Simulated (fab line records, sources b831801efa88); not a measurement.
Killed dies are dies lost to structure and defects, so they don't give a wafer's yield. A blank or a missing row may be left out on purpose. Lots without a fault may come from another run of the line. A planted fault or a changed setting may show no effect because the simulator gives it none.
Which tool did it? | flow sky130 | 11 lots, 33 wafers sampled, at 3 steps of a route of 708

WHAT THE GAUGES READ, wafer by wafer
SKY_VIA2_RS_MEAS_22: measures by four-point-probe. Usual: VIA2_W_RS 0.273 ohm/sq, standard deviation 0.0047.
lot  | measured     | on            | VIA2_W_RS (ohm/sq) | flag
L290 | day 38 14:03 | film_metro-02 | 0.268 0.272 0.282  |
L292 | day 39 12:41 | film_metro-03 | 0.265 0.278 0.265  |
L293 | day 39 18:46 | film_metro-02 | 0.271 0.271 0.274  |
L295 | day 40 08:53 | film_metro-01 | 0.282 0.268 0.278  |
L299 | day 41 19:41 | film_metro-01 | 0.273 0.274 0.277  |
L301 | day 42 07:32 | film_metro-01 | 0.268 0.263 0.275  |
L303 | day 42 16:18 | film_metro-01 | 0.278 0.268 0.274  |
L304 | day 43 03:29 | film_metro-01 | 0.270 0.277 0.270  |
L307 | day 43 22:38 | film_metro-02 | 0.271 0.270 0.268  |
L308 | day 44 04:20 | film_metro-03 | 0.278 0.277 0.278  |
L311 | day 44 21:29 | film_metro-03 | 0.273 0.274 0.273  |

WHICH TOOL RAN EACH LOT (tool, then ch and the chambers of the sampled wafers, then the start)
lot  | SKY_VIA2_CMP_02               | SKY_VIA2_ETCH_14
L290 | cmp-02 ch 1,2,3, day 37 07:48 | rie_diel-02 ch 0,1,3, day 38 13:06
L292 | cmp-02 ch 2,3, day 38 05:31   | rie_diel-04 ch 1,2,3, day 39 11:42
L293 | cmp-02 ch 1,2,3, day 38 11:20 | rie_diel-02 ch 0,2,3, day 39 17:48
L295 | cmp-01 ch 1,2, day 39 02:10   | rie_diel-02 ch 0,1,2, day 40 08:00
L299 | cmp-02 ch 1,2,3, day 40 15:29 | rie_diel-03 ch 0,2,3, day 41 18:48
L301 | cmp-01 ch 0,1, day 41 04:26   | rie_diel-04 ch 1,2,3, day 42 06:33
L303 | cmp-01 ch 1,3, day 41 13:58   | rie_diel-02 ch 0,1,3, day 42 15:25
L304 | cmp-02 ch 0,1, day 42 03:00   | rie_diel-02 ch 1,2, day 43 02:36
L307 | cmp-01 ch 0,1,3, day 42 21:34 | rie_diel-04 ch 1,3, day 43 21:45
L308 | cmp-01 ch 0,3, day 43 03:13   | rie_diel-02 ch 0,1,3, day 44 03:24
L311 | cmp-02 ch 0,3, day 43 21:10   | rie_diel-02 ch 0,1, day 44 20:36
- SKY_VIA2_CMP_02: polishes SiO2.
- SKY_VIA2_ETCH_14: etches BARC in N2/H2, stops on SiO2, time 45.9 s, target depth 60 nm.

WHAT THE TOOLS THEMSELVES READ (means of the sampled wafers that have a number; where no wafer has one, the mark that the record gives instead)
SKY_VIA2_CMP_02. Usual: motor_current_A 11.5 A, standard deviation 1.1; slurry_filter_dp_kPa 13.51 kPa, standard deviation 0.14.
lot  | tool   | motor_current_A (A) | slurry_filter_dp_kPa (kPa) | flag
L290 | cmp-02 | 11.4                | 13.59                      |
L292 | cmp-02 | 11.5                | 13.59                      |
L293 | cmp-02 | 11.4                | 13.48                      |
L295 | cmp-01 | 11.2                | 13.58                      |
L299 | cmp-02 | 10.9                | 13.42                      |
L301 | cmp-01 | 12.1                | 13.58                      |
L303 | cmp-01 | 12.8                | 13.53                      |
L304 | cmp-02 | 11.3                | 13.36                      |
L307 | cmp-01 | 12.4                | 13.48                      |
L308 | cmp-01 | 11.9                | 13.59                      |
L311 | cmp-02 | 11.4                | 13.48                      |

SKY_VIA2_ETCH_14. Usual: bias_w 100.0 W, standard deviation 0.3; drypump_motor_current_A 5.8 A, standard deviation 0.34; oes_product_au 0.855 a.u., standard deviation 0.0051; throttle_valve_pct 13.225 %, standard deviation 0.0087.
lot  | tool        | bias_w (W) | drypump_motor_current_A (A) | oes_product_au (a.u.) | throttle_valve_pct (%) | flag
L290 | rie_diel-02 | 100.2      | 5.4                         | 0.847                 | 13.226                 |
L292 | rie_diel-04 | 99.7       | 6.1                         | 0.858                 | 13.234                 |
L293 | rie_diel-02 | 100.0      | 5.7                         | 0.856                 | 13.222                 |
L295 | rie_diel-02 | 99.6       | 5.7                         | 0.856                 | 13.222                 |
L299 | rie_diel-03 | 100.0      | 5.7                         | 0.851                 | 13.223                 |
L301 | rie_diel-04 | 100.2      | 6.1                         | 0.857                 | 13.217                 |
L303 | rie_diel-02 | 100.0      | 5.5                         | 0.857                 | 13.227                 |
L304 | rie_diel-02 | 99.8       | 5.9                         | 0.858                 | 13.233                 |
L307 | rie_diel-04 | 100.0      | 6.2                         | 0.854                 | 13.230                 |
L308 | rie_diel-02 | 99.9       | 5.5                         | 0.853                 | 13.218                 |
L311 | rie_diel-02 | 99.8       | 5.4                         | 0.858                 | 13.225                 |

THE ANSWER, worked out from the rows above alone
Rule: a lot is off if the mean of its wafers that have a number lies more than 3 standard deviations from the usual mean. A lot without any number at a reading at which 4 lots or more have one is off too. The other lots that the step has rows for count as sound. The gauges are gone through in route order, then the tools' own readings, and for those a lot's mean is taken as printed above. The first step at which some lot is off is used, and at that step the reading that is off furthest; a lot without a number counts as furthest.
No lot is off at any reading shown: from this, nothing can be told.

WHAT THE SIMULATOR HAD PUT IN
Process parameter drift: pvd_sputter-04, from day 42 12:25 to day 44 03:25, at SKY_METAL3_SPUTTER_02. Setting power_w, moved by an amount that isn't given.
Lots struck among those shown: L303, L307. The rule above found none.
